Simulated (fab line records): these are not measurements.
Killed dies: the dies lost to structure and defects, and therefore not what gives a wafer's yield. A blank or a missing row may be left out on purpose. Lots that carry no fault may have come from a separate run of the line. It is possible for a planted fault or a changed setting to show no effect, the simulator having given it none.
fab line records + flow sky130
record:
- lots: 24
- wafers: 72
- last_day: 51
route steps=708 shown POLY_GATE@236 LDD_LDN@302 POLY_CUT@315 SD_N@349
lots with no fault: from the same line, run without faults
start_h: hours from the record's first day to the start of the lot's first wafer shown + wait_h: hours since the lot's step before + " identical to the entry in the row above + L1.1+2: a row that stands for several wafers + - no value, or no start given + * or withheld: withheld + < > ~ a bound
route shown NAME@n: names a module that has steps shown in the file, with the first one's number in the route + usual: the fault-free wafers' mean and standard deviation + same: alike in all rows + chamber/n: place in a boat + sites: readings site by site + _std_site: how widely they spread, as a standard deviation + _edge_site: outer sites' mean less inner sites' + radius_mm: for every site, how far away it sits from the centre of the wafer + mask NAME#n: copy n + behind: the last tool/chamber to shape the wafer + hold: the reason the lot was held/the length of the hold in hours/how it ended + device: names the non-switching transistor (n, p or np) + end of line: the tests these same wafers got at the end of their route + a step with no rows: only its recipe + killed: the dies lost at the first sort to structure and to defects; this is not the yield of the wafer + map: the dies of a wafer, with x for killed, . for not killed, _ for no die there
set.NAME: the setting as run; set.NAME@STEP: as run at that earlier step + model.NAME: the simulator's own value behind a step, which no gauge read
a sample of lots followed through the steps of the route, with each step as a table and each wafer as a row
== steps ==
step: SKY_POLY_GATE_CD_MEAS_22
usual:
- cd_nm: 149.2/2.7
| lot.wafer | tool      | chamber | start_h | wait_h | cd_nm |
|-----------|-----------|---------|---------|--------|-------|
| L074.1    | cd_sem-02 | -       | 398.50  | 0.1    | 151.0 |
| L074.2    | "         | -       | "       | "      | 149.2 |
| L074.3    | "         | -       | "       | "      | 150.5 |
| L075.1    | cd_sem-02 | -       | 404.04  | 0.1    | 147.5 |
| L075.3    | "         | -       | "       | "      | 147.0 |
| L075.4    | "         | -       | "       | "      | 147.8 |
| L076.1    | cd_sem-01 | -       | 412.13  | 0.1    | 146.7 |
| L076.2    | "         | -       | "       | "      | 149.8 |
| L076.4    | "         | -       | "       | "      | 150.6 |
| L077.1    | cd_sem-02 | -       | 441.24  | 0.1    | 147.3 |
| L077.2    | "         | -       | "       | "      | 147.4 |
| L077.5    | "         | -       | "       | "      | 146.4 |
| L078.4    | cd_sem-01 | -       | 446.56  | 0.1    | 149.5 |
| L078.5    | "         | -       | "       | "      | 151.5 |
| L078.6    | "         | -       | "       | "      | 150.6 |
| L079.2    | cd_sem-02 | -       | 448.14  | 0.1    | 152.0 |
| L079.3    | "         | -       | "       | "      | 151.2 |
| L079.6    | "         | -       | "       | "      | 149.7 |
| L080.1    | cd_sem-02 | -       | 457.43  | 0.1    | 148.5 |
| L080.2    | "         | -       | "       | "      | 152.1 |
| L080.6    | "         | -       | "       | "      | 149.0 |
| L081.2    | cd_sem-01 | -       | 473.19  | 0.1    | 148.0 |
| L081.3    | "         | -       | "       | "      | 150.8 |
| L081.5    | "         | -       | "       | "      | 148.4 |
| L082.1    | cd_sem-01 | -       | 478.68  | 0.1    | 151.1 |
| L082.3    | "         | -       | "       | "      | 148.4 |
| L082.6    | "         | -       | "       | "      | 151.0 |
| L083.2    | cd_sem-01 | -       | 482.03  | 0.1    | 153.0 |
| L083.4    | "         | -       | "       | "      | 154.4 |
| L083.6    | "         | -       | "       | "      | 152.2 |
| L084.1    | cd_sem-02 | -       | 498.65  | 0.1    | 150.1 |
| L084.2    | "         | -       | "       | "      | 149.0 |
| L084.5    | "         | -       | "       | "      | 145.8 |
| L085.2    | cd_sem-01 | -       | 508.54  | 0.1    | 152.2 |
| L085.4    | "         | -       | "       | "      | 151.4 |
| L085.5    | "         | -       | "       | "      | 150.0 |
| L086.2    | cd_sem-01 | -       | 519.26  | 0.1    | 147.2 |
| L086.3    | "         | -       | "       | "      | 147.1 |
| L086.6    | "         | -       | "       | "      | 150.7 |
| L088.3    | cd_sem-02 | -       | 529.81  | 0.1    | 153.1 |
| L088.4    | "         | -       | "       | "      | 150.8 |
| L088.6    | "         | -       | "       | "      | 151.7 |
| L087.3    | cd_sem-02 | -       | 532.40  | 0.1    | 147.8 |
| L087.4    | "         | -       | "       | "      | 146.2 |
| L087.6    | "         | -       | "       | "      | 144.9 |
| L089.1    | cd_sem-01 | -       | 536.55  | 0.1    | 152.4 |
| L089.5    | "         | -       | "       | "      | 154.2 |
| L089.6    | "         | -       | "       | "      | 150.5 |
| L090.1    | cd_sem-01 | -       | 547.46  | 0.1    | 149.6 |
| L090.4    | "         | -       | "       | "      | 153.3 |
| L090.5    | "         | -       | "       | "      | 154.3 |
| L091.2    | cd_sem-02 | -       | 553.48  | 0.1    | 151.3 |
| L091.3    | "         | -       | "       | "      | 145.2 |
| L091.6    | "         | -       | "       | "      | 148.2 |
| L092.1    | cd_sem-01 | -       | 561.91  | 0.1    | 150.0 |
| L092.3    | "         | -       | "       | "      | 151.3 |
| L092.4    | "         | -       | "       | "      | 150.5 |
| L093.2    | cd_sem-01 | -       | 565.53  | 0.1    | 145.9 |
| L093.3    | "         | -       | "       | "      | 147.5 |
| L093.4    | "         | -       | "       | "      | 145.4 |
| L094.1    | cd_sem-02 | -       | 572.51  | 0.1    | 145.9 |
| L094.2    | "         | -       | "       | "      | 144.1 |
| L094.6    | "         | -       | "       | "      | 146.4 |
| L095.1    | cd_sem-02 | -       | 585.99  | 0.1    | 144.6 |
| L095.2    | "         | -       | "       | "      | 149.5 |
| L095.4    | "         | -       | "       | "      | 147.8 |
| L096.2    | cd_sem-02 | -       | 593.05  | 0.1    | 148.2 |
| L096.3    | "         | -       | "       | "      | 146.6 |
| L096.6    | "         | -       | "       | "      | 149.6 |
| L097.1    | cd_sem-01 | -       | 598.06  | 0.1    | 150.8 |
| L097.2    | "         | -       | "       | "      | 146.3 |
| L097.3    | "         | -       | "       | "      | 152.4 |
step: SKY_LDD_LDN_TW_MEAS_13
usual:
- LDD_LDN_TW: 1478/9.5
| lot.wafer | tool          | chamber | start_h | wait_h | LDD_LDN_TW |
|-----------|---------------|---------|---------|--------|------------|
| L074.1    | film_metro-03 | -       | 564.09  | 0.1    | 1480       |
| L074.2    | "             | -       | "       | "      | 1474       |
| L074.3    | "             | -       | "       | "      | 1475       |
| L075.1    | film_metro-01 | -       | 569.76  | 0.1    | 1460       |
| L075.3    | "             | -       | "       | "      | 1460       |
| L075.4    | "             | -       | "       | "      | 1473       |
| L076.1    | film_metro-01 | -       | 577.34  | 0.1    | 1461       |
| L076.2    | "             | -       | "       | "      | 1455       |
| L076.4    | "             | -       | "       | "      | 1459       |
| L077.1    | film_metro-03 | -       | 604.79  | 0.1    | 1481       |
| L077.2    | "             | -       | "       | "      | 1480       |
| L077.5    | "             | -       | "       | "      | 1477       |
| L078.4    | film_metro-02 | -       | 606.72  | 0.1    | 1481       |
| L078.5    | "             | -       | "       | "      | 1500       |
| L078.6    | "             | -       | "       | "      | 1488       |
| L079.2    | film_metro-02 | -       | 608.70  | 0.1    | 1486       |
| L079.3    | "             | -       | "       | "      | 1487       |
| L079.6    | "             | -       | "       | "      | 1486       |
| L080.1    | film_metro-03 | -       | 617.14  | 0.1    | 1481       |
| L080.2    | "             | -       | "       | "      | 1477       |
| L080.6    | "             | -       | "       | "      | 1479       |
| L081.2    | film_metro-03 | -       | 631.90  | 0.1    | 1483       |
| L081.3    | "             | -       | "       | "      | 1485       |
| L081.5    | "             | -       | "       | "      | 1483       |
| L082.1    | film_metro-03 | -       | 636.47  | 0.1    | 1487       |
| L082.3    | "             | -       | "       | "      | 1483       |
| L082.6    | "             | -       | "       | "      | 1487       |
| L083.2    | film_metro-02 | -       | 640.38  | 0.1    | 1488       |
| L083.4    | "             | -       | "       | "      | 1487       |
| L083.6    | "             | -       | "       | "      | 1485       |
| L084.1    | film_metro-01 | -       | 655.84  | 0.1    | 1471       |
| L084.2    | "             | -       | "       | "      | 1473       |
| L084.5    | "             | -       | "       | "      | 1466       |
| L085.2    | film_metro-03 | -       | 664.40  | 0.1    | 1480       |
| L085.4    | "             | -       | "       | "      | 1474       |
| L085.5    | "             | -       | "       | "      | 1486       |
| L086.2    | film_metro-02 | -       | 671.25  | 0.1    | 1488       |
| L086.3    | "             | -       | "       | "      | 1497       |
| L086.6    | "             | -       | "       | "      | 1485       |
| L088.3    | film_metro-03 | -       | 681.21  | 0.1    | 1476       |
| L088.4    | "             | -       | "       | "      | 1479       |
| L088.6    | "             | -       | "       | "      | 1471       |
| L087.3    | film_metro-03 | -       | 684.76  | 0.1    | 1475       |
| L087.4    | "             | -       | "       | "      | 1471       |
| L087.6    | "             | -       | "       | "      | 1475       |
| L089.1    | film_metro-03 | -       | 687.07  | 0.1    | 1475       |
| L089.5    | "             | -       | "       | "      | 1480       |
| L089.6    | "             | -       | "       | "      | 1481       |
| L090.1    | film_metro-02 | -       | 697.99  | 0.1    | 1488       |
| L090.4    | "             | -       | "       | "      | 1493       |
| L090.5    | "             | -       | "       | "      | 1488       |
| L091.2    | film_metro-01 | -       | 701.10  | 0.1    | 1464       |
| L091.3    | "             | -       | "       | "      | 1466       |
| L091.6    | "             | -       | "       | "      | 1467       |
| L092.1    | film_metro-01 | -       | 708.04  | 0.1    | 1473       |
| L092.3    | "             | -       | "       | "      | 1471       |
| L092.4    | "             | -       | "       | "      | 1468       |
| L093.2    | film_metro-01 | -       | 713.68  | 0.1    | 1470       |
| L093.3    | "             | -       | "       | "      | 1474       |
| L093.4    | "             | -       | "       | "      | 1474       |
| L094.1    | film_metro-02 | -       | 722.49  | 0.1    | 1487       |
| L094.2    | "             | -       | "       | "      | 1483       |
| L094.6    | "             | -       | "       | "      | 1490       |
| L095.1    | film_metro-02 | -       | 730.79  | 0.1    | 1481       |
| L095.2    | "             | -       | "       | "      | 1486       |
| L095.4    | "             | -       | "       | "      | 1473       |
| L096.2    | film_metro-02 | -       | 737.25  | 0.1    | 1484       |
| L096.3    | "             | -       | "       | "      | 1494       |
| L096.6    | "             | -       | "       | "      | 1483       |
| L097.1    | film_metro-01 | -       | 744.64  | 0.1    | 1466       |
| L097.2    | "             | -       | "       | "      | 1463       |
| L097.3    | "             | -       | "       | "      | 1475       |
step: SKY_POLY_CUT_CD_MEAS_08
recipe:
- target_cd_nm: 270
usual:
- cd_nm: 269.7/1.4
| lot.wafer | tool      | chamber | start_h | wait_h | cd_nm |
|-----------|-----------|---------|---------|--------|-------|
| L074.1    | cd_sem-02 | -       | 600.95  | -      | 269.3 |
| L074.2    | "         | -       | "       | "      | 269.9 |
| L074.3    | "         | -       | "       | "      | 270.9 |
| L075.1    | cd_sem-01 | -       | 601.30  | -      | 271.5 |
| L075.3    | "         | -       | "       | "      | 271.3 |
| L075.4    | "         | -       | "       | "      | 270.4 |
| L076.1    | cd_sem-02 | -       | 607.80  | -      | 271.0 |
| L076.2    | "         | -       | "       | "      | 271.1 |
| L076.4    | "         | -       | "       | "      | 270.7 |
| L077.1    | cd_sem-02 | -       | 635.70  | -      | 270.9 |
| L077.2    | "         | -       | "       | "      | 271.8 |
| L077.5    | "         | -       | "       | "      | 270.5 |
| L078.4    | cd_sem-01 | -       | 637.61  | -      | 270.8 |
| L078.5    | "         | -       | "       | "      | 269.8 |
| L078.6    | "         | -       | "       | "      | 272.8 |
| L079.2    | cd_sem-01 | -       | 640.32  | -      | 267.8 |
| L079.3    | "         | -       | "       | "      | 266.8 |
| L079.6    | "         | -       | "       | "      | 265.6 |
| L080.1    | cd_sem-02 | -       | 647.80  | -      | 270.0 |
| L080.2    | "         | -       | "       | "      | 270.0 |
| L080.6    | "         | -       | "       | "      | 270.3 |
| L081.2    | cd_sem-01 | -       | 662.32  | -      | 271.1 |
| L081.3    | "         | -       | "       | "      | 269.8 |
| L081.5    | "         | -       | "       | "      | 270.1 |
| L082.1    | cd_sem-02 | -       | 668.60  | -      | 270.4 |
| L082.3    | "         | -       | "       | "      | 269.7 |
| L082.6    | "         | -       | "       | "      | 268.8 |
| L083.2    | cd_sem-01 | -       | 671.03  | -      | 269.5 |
| L083.4    | "         | -       | "       | "      | 270.4 |
| L083.6    | "         | -       | "       | "      | 269.5 |
| L084.1    | cd_sem-02 | -       | 686.68  | -      | 271.9 |
| L084.2    | "         | -       | "       | "      | 271.5 |
| L084.5    | "         | -       | "       | "      | 270.9 |
| L085.2    | cd_sem-01 | -       | 694.80  | -      | 269.5 |
| L085.4    | "         | -       | "       | "      | 269.4 |
| L085.5    | "         | -       | "       | "      | 268.7 |
| L086.2    | cd_sem-02 | -       | 701.63  | -      | 270.3 |
| L086.3    | "         | -       | "       | "      | 268.7 |
| L086.6    | "         | -       | "       | "      | 269.6 |
| L088.3    | cd_sem-01 | -       | 710.47  | -      | 273.0 |
| L088.4    | "         | -       | "       | "      | 271.3 |
| L088.6    | "         | -       | "       | "      | 271.3 |
| L087.3    | cd_sem-01 | -       | 713.97  | -      | 269.2 |
| L087.4    | "         | -       | "       | "      | 270.2 |
| L087.6    | "         | -       | "       | "      | 270.5 |
| L089.1    | cd_sem-02 | -       | 717.61  | -      | 269.2 |
| L089.5    | "         | -       | "       | "      | 269.8 |
| L089.6    | "         | -       | "       | "      | 270.3 |
| L090.1    | cd_sem-01 | -       | 727.30  | -      | 267.7 |
| L090.4    | "         | -       | "       | "      | 268.8 |
| L090.5    | "         | -       | "       | "      | 269.5 |
| L091.2    | cd_sem-02 | -       | 731.04  | -      | 270.6 |
| L091.3    | "         | -       | "       | "      | 270.0 |
| L091.6    | "         | -       | "       | "      | 270.0 |
| L092.1    | cd_sem-01 | -       | 737.21  | -      | 270.7 |
| L092.3    | "         | -       | "       | "      | 269.9 |
| L092.4    | "         | -       | "       | "      | 270.5 |
| L093.2    | cd_sem-01 | -       | 743.47  | -      | 270.0 |
| L093.3    | "         | -       | "       | "      | 269.5 |
| L093.4    | "         | -       | "       | "      | 269.8 |
| L094.1    | cd_sem-02 | -       | 752.06  | -      | 268.5 |
| L094.2    | "         | -       | "       | "      | 268.7 |
| L094.6    | "         | -       | "       | "      | 268.0 |
| L095.1    | cd_sem-01 | -       | 761.36  | -      | 267.6 |
| L095.2    | "         | -       | "       | "      | 267.4 |
| L095.4    | "         | -       | "       | "      | 268.2 |
| L096.2    | cd_sem-02 | -       | 765.47  | -      | 269.4 |
| L096.3    | "         | -       | "       | "      | 267.7 |
| L096.6    | "         | -       | "       | "      | 267.6 |
| L097.1    | cd_sem-01 | -       | 773.71  | -      | 268.2 |
| L097.2    | "         | -       | "       | "      | 268.4 |
| L097.3    | "         | -       | "       | "      | 270.4 |
step: SKY_SD_N_CD_MEAS_07
recipe:
- target_cd_nm: 380
usual:
- cd_nm: 379.9/2.7
| lot.wafer | tool      | chamber | start_h | wait_h | cd_nm |
|-----------|-----------|---------|---------|--------|-------|
| L074.1    | cd_sem-02 | -       | 689.53  | 0.1    | 382.6 |
| L074.2    | "         | -       | "       | "      | 380.2 |
| L074.3    | "         | -       | "       | "      | 383.0 |
| L075.1    | cd_sem-01 | -       | 693.40  | 0.1    | 380.5 |
| L075.3    | "         | -       | "       | "      | 379.9 |
| L075.4    | "         | -       | "       | "      | 378.6 |
| L076.1    | cd_sem-02 | -       | 695.56  | 0.1    | 380.8 |
| L076.2    | "         | -       | "       | "      | 381.2 |
| L076.4    | "         | -       | "       | "      | 380.9 |
| L077.1    | cd_sem-01 | -       | 722.71  | 0.1    | 377.4 |
| L077.2    | "         | -       | "       | "      | 379.3 |
| L077.5    | "         | -       | "       | "      | 376.2 |
| L078.4    | cd_sem-01 | -       | 723.54  | 0.1    | 375.6 |
| L078.5    | "         | -       | "       | "      | 375.9 |
| L078.6    | "         | -       | "       | "      | 375.6 |
| L079.2    | cd_sem-02 | -       | 727.27  | 0.1    | 378.0 |
| L079.3    | "         | -       | "       | "      | 377.1 |
| L079.6    | "         | -       | "       | "      | 381.5 |
| L080.1    | cd_sem-02 | -       | 731.85  | 0.1    | 373.1 |
| L080.2    | "         | -       | "       | "      | 372.8 |
| L080.6    | "         | -       | "       | "      | 371.3 |
| L081.2    | cd_sem-02 | -       | 749.02  | 0.1    | 383.8 |
| L081.3    | "         | -       | "       | "      | 383.4 |
| L081.5    | "         | -       | "       | "      | 384.2 |
| L082.1    | cd_sem-02 | -       | 754.15  | 0.2    | 380.2 |
| L082.3    | "         | -       | "       | "      | 381.6 |
| L082.6    | "         | -       | "       | "      | 380.1 |
| L083.2    | cd_sem-02 | -       | 756.11  | 0.2    | 382.7 |
| L083.4    | "         | -       | "       | "      | 383.5 |
| L083.6    | "         | -       | "       | "      | 384.2 |
| L084.1    | cd_sem-02 | -       | 770.03  | 0.1    | 381.8 |
| L084.2    | "         | -       | "       | "      | 377.7 |
| L084.5    | "         | -       | "       | "      | 382.1 |
| L085.2    | cd_sem-02 | -       | 778.19  | 0.1    | 383.2 |
| L085.4    | "         | -       | "       | "      | 382.4 |
| L085.5    | "         | -       | "       | "      | 384.3 |
| L086.2    | cd_sem-01 | -       | 785.62  | 0.1    | 379.0 |
| L086.3    | "         | -       | "       | "      | 379.3 |
| L086.6    | "         | -       | "       | "      | 377.4 |
| L088.3    | cd_sem-01 | -       | 791.59  | 0.1    | 381.5 |
| L088.4    | "         | -       | "       | "      | 381.6 |
| L088.6    | "         | -       | "       | "      | 379.2 |
| L087.3    | cd_sem-02 | -       | 796.70  | 0.1    | 383.6 |
| L087.4    | "         | -       | "       | "      | 384.4 |
| L087.6    | "         | -       | "       | "      | 381.5 |
| L089.1    | cd_sem-02 | -       | 798.71  | 0.1    | 380.1 |
| L089.5    | "         | -       | "       | "      | 380.3 |
| L089.6    | "         | -       | "       | "      | 381.1 |
| L090.1    | cd_sem-01 | -       | 809.50  | 0.1    | 378.3 |
| L090.4    | "         | -       | "       | "      | 379.4 |
| L090.5    | "         | -       | "       | "      | 377.6 |
| L091.2    | cd_sem-01 | -       | 813.10  | 0.1    | 379.4 |
| L091.3    | "         | -       | "       | "      | 380.6 |
| L091.6    | "         | -       | "       | "      | 381.4 |
| L092.1    | cd_sem-02 | -       | 818.00  | 0.1    | 381.7 |
| L092.3    | "         | -       | "       | "      | 378.9 |
| L092.4    | "         | -       | "       | "      | 381.6 |
| L093.2    | cd_sem-02 | -       | 825.57  | 0.1    | 377.1 |
| L093.3    | "         | -       | "       | "      | 377.1 |
| L093.4    | "         | -       | "       | "      | 377.5 |
| L094.1    | cd_sem-02 | -       | 831.48  | 0.1    | 379.5 |
| L094.2    | "         | -       | "       | "      | 380.0 |
| L094.6    | "         | -       | "       | "      | 379.9 |
| L095.1    | cd_sem-02 | -       | 842.08  | 0.2    | 379.7 |
| L095.2    | "         | -       | "       | "      | 382.8 |
| L095.4    | "         | -       | "       | "      | 382.9 |
| L096.2    | cd_sem-02 | -       | 846.68  | 0.1    | 383.0 |
| L096.3    | "         | -       | "       | "      | 381.0 |
| L096.6    | "         | -       | "       | "      | 383.5 |
| L097.1    | cd_sem-01 | -       | 853.50  | 0.1    | 378.4 |
| L097.2    | "         | -       | "       | "      | 377.9 |
| L097.3    | "         | -       | "       | "      | 379.8 |
step: SKY_SD_N_OVL_MEAS_08
usual:
- SD_N_OVL: -0.3/1.3
| lot.wafer | tool       | chamber | start_h | wait_h | SD_N_OVL[nm] |
|-----------|------------|---------|---------|--------|--------------|
| L074.1    | overlay-02 | -       | 689.65  | 0.1    | -1.1         |
| L074.2    | "          | -       | "       | "      | -3.1         |
| L074.3    | "          | -       | "       | "      | -0.3         |
| L075.1    | overlay-01 | -       | 693.52  | 0.1    | -1.8         |
| L075.3    | "          | -       | "       | "      | -1.0         |
| L075.4    | "          | -       | "       | "      | -0.7         |
| L076.1    | overlay-02 | -       | 695.68  | 0.1    | 0.2          |
| L076.2    | "          | -       | "       | "      | 1.5          |
| L076.4    | "          | -       | "       | "      | -0.7         |
| L077.1    | overlay-01 | -       | 722.83  | 0.1    | -0.9         |
| L077.2    | "          | -       | "       | "      | 1.8          |
| L077.5    | "          | -       | "       | "      | 1.3          |
| L078.4    | overlay-02 | -       | 723.62  | 0.1    | 0.2          |
| L078.5    | "          | -       | "       | "      | 1.2          |
| L078.6    | "          | -       | "       | "      | 0.3          |
| L079.2    | overlay-02 | -       | 727.38  | 0.1    | -0.2         |
| L079.3    | "          | -       | "       | "      | 0.7          |
| L079.6    | "          | -       | "       | "      | 0.1          |
| L080.1    | overlay-02 | -       | 731.97  | 0.1    | -2.9         |
| L080.2    | "          | -       | "       | "      | -1.8         |
| L080.6    | "          | -       | "       | "      | -1.1         |
| L081.2    | overlay-02 | -       | 749.13  | 0.1    | 0.7          |
| L081.3    | "          | -       | "       | "      | 2.1          |
| L081.5    | "          | -       | "       | "      | -0.2         |
| L082.1    | overlay-02 | -       | 754.27  | 0.1    | -2.0         |
| L082.3    | "          | -       | "       | "      | -0.7         |
| L082.6    | "          | -       | "       | "      | -1.3         |
| L083.2    | overlay-02 | -       | 756.21  | 0.1    | 1.9          |
| L083.4    | "          | -       | "       | "      | 1.7          |
| L083.6    | "          | -       | "       | "      | 1.5          |
| L084.1    | overlay-01 | -       | 770.15  | 0.1    | -0.8         |
| L084.2    | "          | -       | "       | "      | 1.3          |
| L084.5    | "          | -       | "       | "      | -1.5         |
| L085.2    | overlay-02 | -       | 778.30  | 0.1    | 1.0          |
| L085.4    | "          | -       | "       | "      | -1.5         |
| L085.5    | "          | -       | "       | "      | 0.4          |
| L086.2    | overlay-01 | -       | 785.73  | 0.1    | 0.1          |
| L086.3    | "          | -       | "       | "      | -1.8         |
| L086.6    | "          | -       | "       | "      | -0.7         |
| L088.3    | overlay-01 | -       | 791.68  | 0.1    | 1.1          |
| L088.4    | "          | -       | "       | "      | -2.2         |
| L088.6    | "          | -       | "       | "      | 0.3          |
| L087.3    | overlay-02 | -       | 796.79  | 0.1    | -0.1         |
| L087.4    | "          | -       | "       | "      | 1.1          |
| L087.6    | "          | -       | "       | "      | 1.5          |
| L089.1    | overlay-02 | -       | 798.83  | 0.1    | -1.3         |
| L089.5    | "          | -       | "       | "      | 0.7          |
| L089.6    | "          | -       | "       | "      | -2.2         |
| L090.1    | overlay-01 | -       | 809.62  | 0.1    | -1.5         |
| L090.4    | "          | -       | "       | "      | -1.7         |
| L090.5    | "          | -       | "       | "      | -1.3         |
| L091.2    | overlay-02 | -       | 813.21  | 0.1    | 1.0          |
| L091.3    | "          | -       | "       | "      | -0.7         |
| L091.6    | "          | -       | "       | "      | 0.6          |
| L092.1    | overlay-02 | -       | 818.12  | 0.1    | 2.0          |
| L092.3    | "          | -       | "       | "      | 0.8          |
| L092.4    | "          | -       | "       | "      | 0.4          |
| L093.2    | overlay-01 | -       | 825.68  | 0.1    | -0.8         |
| L093.3    | "          | -       | "       | "      | -1.0         |
| L093.4    | "          | -       | "       | "      | -2.2         |
| L094.1    | overlay-02 | -       | 831.60  | 0.1    | -1.1         |
| L094.2    | "          | -       | "       | "      | -1.6         |
| L094.6    | "          | -       | "       | "      | 0.6          |
| L095.1    | overlay-02 | -       | 842.20  | 0.1    | -1.9         |
| L095.2    | "          | -       | "       | "      | -0.3         |
| L095.4    | "          | -       | "       | "      | -1.6         |
| L096.2    | overlay-01 | -       | 846.78  | 0.1    | 1.8          |
| L096.3    | "          | -       | "       | "      | -1.5         |
| L096.6    | "          | -       | "       | "      | 0.6          |
| L097.1    | overlay-01 | -       | 853.62  | 0.1    | -1.9         |
| L097.2    | "          | -       | "       | "      | -1.7         |
| L097.3    | "          | -       | "       | "      | -0.2         |
step: SKY_SD_N_RS_MEAS_16
recipe:
- thk_meas_gauge: four-point-probe
usual:
- SD_N_RS: 68.60/0.13
| lot.wafer | tool          | chamber | start_h | wait_h | SD_N_RS[ohm/sq] |
|-----------|---------------|---------|---------|--------|-----------------|
| L074.1    | film_metro-04 | -       | 690.37  | 0.1    | 68.69           |
| L074.2    | "             | -       | "       | "      | 68.79           |
| L074.3    | "             | -       | "       | "      | 68.67           |
| L075.1    | film_metro-03 | -       | 694.24  | 0.1    | 68.67           |
| L075.3    | "             | -       | "       | "      | 68.62           |
| L075.4    | "             | -       | "       | "      | 68.52           |
| L076.1    | film_metro-01 | -       | 696.40  | 0.1    | 68.49           |
| L076.2    | "             | -       | "       | "      | 68.50           |
| L076.4    | "             | -       | "       | "      | 68.54           |
| L077.1    | film_metro-03 | -       | 723.54  | 0.1    | 68.62           |
| L077.2    | "             | -       | "       | "      | 68.51           |
| L077.5    | "             | -       | "       | "      | 68.57           |
| L078.4    | film_metro-04 | -       | 724.43  | 0.1    | 68.73           |
| L078.5    | "             | -       | "       | "      | 68.80           |
| L078.6    | "             | -       | "       | "      | 68.75           |
| L079.2    | film_metro-04 | -       | 728.17  | 0.1    | 68.88           |
| L079.3    | "             | -       | "       | "      | 68.66           |
| L079.6    | "             | -       | "       | "      | 68.81           |
| L080.1    | film_metro-03 | -       | 732.75  | 0.1    | 68.41           |
| L080.2    | "             | -       | "       | "      | 68.49           |
| L080.6    | "             | -       | "       | "      | 68.53           |
| L081.2    | film_metro-01 | -       | 749.86  | 0.1    | 68.52           |
| L081.3    | "             | -       | "       | "      | 68.40           |
| L081.5    | "             | -       | "       | "      | 68.48           |
| L082.1    | film_metro-01 | -       | 755.07  | 0.1    | 68.56           |
| L082.3    | "             | -       | "       | "      | 68.63           |
| L082.6    | "             | -       | "       | "      | 68.49           |
| L083.2    | film_metro-03 | -       | 757.03  | 0.1    | 68.49           |
| L083.4    | "             | -       | "       | "      | 68.60           |
| L083.6    | "             | -       | "       | "      | 68.52           |
| L084.1    | film_metro-01 | -       | 770.87  | 0.1    | 68.51           |
| L084.2    | "             | -       | "       | "      | 68.59           |
| L084.5    | "             | -       | "       | "      | 68.71           |
| L085.2    | film_metro-03 | -       | 779.03  | 0.1    | 68.47           |
| L085.4    | "             | -       | "       | "      | 68.72           |
| L085.5    | "             | -       | "       | "      | 68.70           |
| L086.2    | film_metro-04 | -       | 786.49  | 0.1    | 68.78           |
| L086.3    | "             | -       | "       | "      | 68.75           |
| L086.6    | "             | -       | "       | "      | 68.60           |
| L088.3    | film_metro-04 | -       | 792.43  | 0.1    | 68.76           |
| L088.4    | "             | -       | "       | "      | 68.86           |
| L088.6    | "             | -       | "       | "      | 68.68           |
| L087.3    | film_metro-03 | -       | 797.54  | 0.1    | 68.55           |
| L087.4    | "             | -       | "       | "      | 68.44           |
| L087.6    | "             | -       | "       | "      | 68.59           |
| L089.1    | film_metro-03 | -       | 799.60  | 0.1    | 68.52           |
| L089.5    | "             | -       | "       | "      | 68.60           |
| L089.6    | "             | -       | "       | "      | 68.54           |
| L090.1    | film_metro-01 | -       | 810.34  | 0.1    | 68.33           |
| L090.4    | "             | -       | "       | "      | 68.40           |
| L090.5    | "             | -       | "       | "      | 68.49           |
| L091.2    | film_metro-01 | -       | 814.03  | 0.1    | 68.50           |
| L091.3    | "             | -       | "       | "      | 68.67           |
| L091.6    | "             | -       | "       | "      | 68.56           |
| L092.1    | film_metro-04 | -       | 818.84  | 0.1    | 68.66           |
| L092.3    | "             | -       | "       | "      | 68.54           |
| L092.4    | "             | -       | "       | "      | 68.76           |
| L093.2    | film_metro-04 | -       | 826.41  | 0.1    | 68.88           |
| L093.3    | "             | -       | "       | "      | 68.69           |
| L093.4    | "             | -       | "       | "      | 68.79           |
| L094.1    | film_metro-04 | -       | 832.32  | 0.1    | 68.73           |
| L094.2    | "             | -       | "       | "      | 68.59           |
| L094.6    | "             | -       | "       | "      | 68.80           |
| L095.1    | film_metro-01 | -       | 842.92  | 0.1    | 68.42           |
| L095.2    | "             | -       | "       | "      | 68.49           |
| L095.4    | "             | -       | "       | "      | 68.66           |
| L096.2    | film_metro-03 | -       | 847.52  | 0.1    | 68.59           |
| L096.3    | "             | -       | "       | "      | 68.29           |
| L096.6    | "             | -       | "       | "      | 68.55           |
| L097.1    | film_metro-01 | -       | 854.39  | 0.1    | 68.64           |
| L097.2    | "             | -       | "       | "      | 68.72           |
| L097.3    | "             | -       | "       | "      | 68.53           |
== key ==
fault none
